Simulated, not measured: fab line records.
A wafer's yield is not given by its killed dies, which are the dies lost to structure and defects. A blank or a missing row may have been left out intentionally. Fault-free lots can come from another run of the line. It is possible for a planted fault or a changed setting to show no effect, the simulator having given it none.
Matching of chambers + flow gf180mcu + GF_V4_CMP_26 on cmp-02: 4 sister chambers
The step polishes, stops on SiO2, t overpolish 15 s, target thk 0 nm. 16 wafers are shown with their chamber, then 8 later ones without.

## WAFERS PAIRED WITH THEIR CHAMBERS
| wafer  | chamber | motor-current-A (A) | time-to-endpoint-s (s) | overpolish-run-s (s) |
|--------|---------|---------------------|------------------------|----------------------|
| L936.4 | 2       | 11.4                | 83                     | 14.999               |
| L936.5 | 2       | 11.0                | 83                     | 15.013               |
| L936.6 | 3       | 10.8                | 89                     | 15.002               |
| L937.1 | 0       | 12.3                | 76                     | 15.013               |
| L937.2 | 2       | 10.7                | 78                     | 14.991               |
| L937.5 | 0       | 12.1                | 77                     | 15.006               |
| L938.1 | 2       | 11.6                | 78                     | 15.009               |
| L938.4 | 3       | 11.1                | 86                     | 15.002               |
| L938.6 | 1       | 10.5                | 81                     | 14.992               |
| L940.2 | 2       | 11.2                | 84                     | 14.996               |
| L940.3 | 1       | 11.6                | 81                     | 14.996               |
| L940.5 | 0       | 11.7                | 83                     | 14.997               |
| L943.1 | 2       | 11.0                | 80                     | 14.984               |
| L943.3 | 1       | 10.6                | 79                     | 15.009               |
| L943.4 | 3       | 11.3                | 84                     | 14.995               |
| L944.3 | 2       | 10.8                | 81                     | 14.985               |

SIGNATURES (averages over the wafers above)
| reading            | chamber 0 | chamber 1 | chamber 2 | chamber 3 | scatter within a chamber |
|--------------------|-----------|-----------|-----------|-----------|--------------------------|
| motor-current-A    | 12.033    | 10.900    | 11.100    | 11.067    | 0.373                    |
| time-to-endpoint-s | 78.67     | 80.33     | 81.00     | 86.33     | 2.58                     |
| overpolish-run-s   | 15.00533  | 14.99900  | 14.99671  | 14.99967  | 0.00945                  |
Rule: for each reading, subtract the chamber's mean from the wafer's reading, divide by that reading's scatter and square the result; add these up over the readings and take the root, which gives the wafer's distance from the chamber. If the next closest chamber is less than 2 further off than the closest, the wafer can't be placed; otherwise it belongs to the closest. The scatter: take each reading less its chamber's mean, square it, sum over the shown wafers, divide by the number of wafers less the number of chambers, and take the root.

## WAFERS WITHOUT THEIR CHAMBER
| wafer  | motor-current-A (A) | time-to-endpoint-s (s) | overpolish-run-s (s) |
|--------|---------------------|------------------------|----------------------|
| L944.4 | 12.1                | 86                     | 14.998               |
| L944.6 | 11.8                | 87                     | 15.006               |
| L945.2 | 11.4                | 88                     | 15.020               |
| L945.5 | 10.9                | 83                     | 15.015               |
| L945.6 | 11.9                | 84                     | 15.001               |
| L953.1 | 12.0                | 88                     | 15.000               |
| L953.2 | 11.9                | 80                     | 14.982               |
| L953.4 | 10.6                | 81                     | 15.003               |

## CHAMBER TAKEN BY EACH
| wafer  | from the rows above               | in truth |
|--------|-----------------------------------|----------|
| L944.4 | can't be placed: 3 or 0 or 2 or 1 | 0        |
| L944.6 | can't be placed: 3 or 2 or 0 or 1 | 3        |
| L945.2 | can't be placed: 3 or 2 or 1 or 0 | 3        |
| L945.5 | can't be placed: 1 or 3 or 2 or 0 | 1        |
| L945.6 | can't be placed: 0 or 3 or 2 or 1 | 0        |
| L953.1 | can't be placed: 3 or 2 or 0 or 1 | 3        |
| L953.2 | can't be placed: 0 or 2 or 1 or 3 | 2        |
| L953.4 | can't be placed: 1 or 2 or 3      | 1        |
Correct placement for 0 of the 8. Not placeable from these rows: 8 (in 8, the candidates include the true chamber). 0 placed wrongly.
